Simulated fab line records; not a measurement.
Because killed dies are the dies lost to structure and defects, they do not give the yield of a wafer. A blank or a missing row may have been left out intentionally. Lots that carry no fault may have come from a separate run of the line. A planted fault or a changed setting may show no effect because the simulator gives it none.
One fault through the eyes of 2 desks :: flow gf180mcu :: only its own numbers are on each desk; what lay behind them is given at the end

== FOR THE TOOL OWNER'S DESK: hdpcvd-02 ==
The tool's own readings at GF_STI_CVD_23 (deposits SiO2, target thk 650 nm, time 108.3 s): means of the sampled wafers that have a number, for each lot that ran on this tool. The brackets show how far a lot's mean lies from the usual mean; more than 4 standard deviations puts the lot out of limits, marked OUT.
Columns: A = pressure-mtorr at GF_STI_CVD_23, usual 6.003 mTorr
lot: L905
first seen here: day 2 02:59
A: 6.008

lot: L906
first seen here: day 2 07:45
A: 6.016

lot: L909
first seen here: day 2 23:41
A: 5.990

lot: L924
first seen here: day 6 07:14
A: 5.988

lot: L928
first seen here: day 7 07:04
A: 5.998
This desk's finding: nothing out of limits on any of the 5 lots.

== FROM THE METROLOGY DESK ==
What the gauges read for every lot (on any tool): the sampled wafers with a number, averaged. The brackets show how far a lot's mean lies from the usual mean; more than 4 standard deviations puts the lot out of limits, marked OUT.
Columns: A = STI_CVD_23_THK at GF_STI_THK_MEAS_24, usual 650 nm; B = NWELL_OVL at GF_NWELL_OVL_MEAS_07, usual 0.2 nm; C = NWELL_TW at GF_NWELL_TW_MEAS_11, usual 1579
lot: L905
first seen here: day 2 03:04
A: 653
B: -1.4
C: 1562

lot: L906
first seen here: day 2 07:50
A: 651
B: 0.7
C: 1587

lot: L909
first seen here: day 2 23:46
A: 664
B: -0.8
C: 1566

lot: L910
first seen here: day 3 06:19
A: 646
B: -0.4
C: 1584

lot: L920
first seen here: day 5 10:55
A: 654
B: -1.3
C: 1594

lot: L923
first seen here: day 6 00:09
A: 651
B: 0.3
C: 1569

lot: L924
first seen here: day 6 07:19
A: 653
B: 1.0
C: 1568

lot: L925
first seen here: day 6 09:40
A: 642
B: 0.7
C: 1599

lot: L926
first seen here: day 6 14:50
A: 643
B: 0.5
C: 1576

lot: L927
first seen here: day 7 01:38
A: 648
B: 1.0
C: 1573

lot: L928
first seen here: day 7 07:09
A: 646
B: -1.4
C: 1583
This desk's finding: nothing out of limits on any of the 11 lots.

== ALL TOGETHER ==
The desk of the tool owner found nothing out of limits.
The metrology desk saw nothing out of limits.

== WHAT HAD BEEN PUT IN BY THE SIMULATOR ==
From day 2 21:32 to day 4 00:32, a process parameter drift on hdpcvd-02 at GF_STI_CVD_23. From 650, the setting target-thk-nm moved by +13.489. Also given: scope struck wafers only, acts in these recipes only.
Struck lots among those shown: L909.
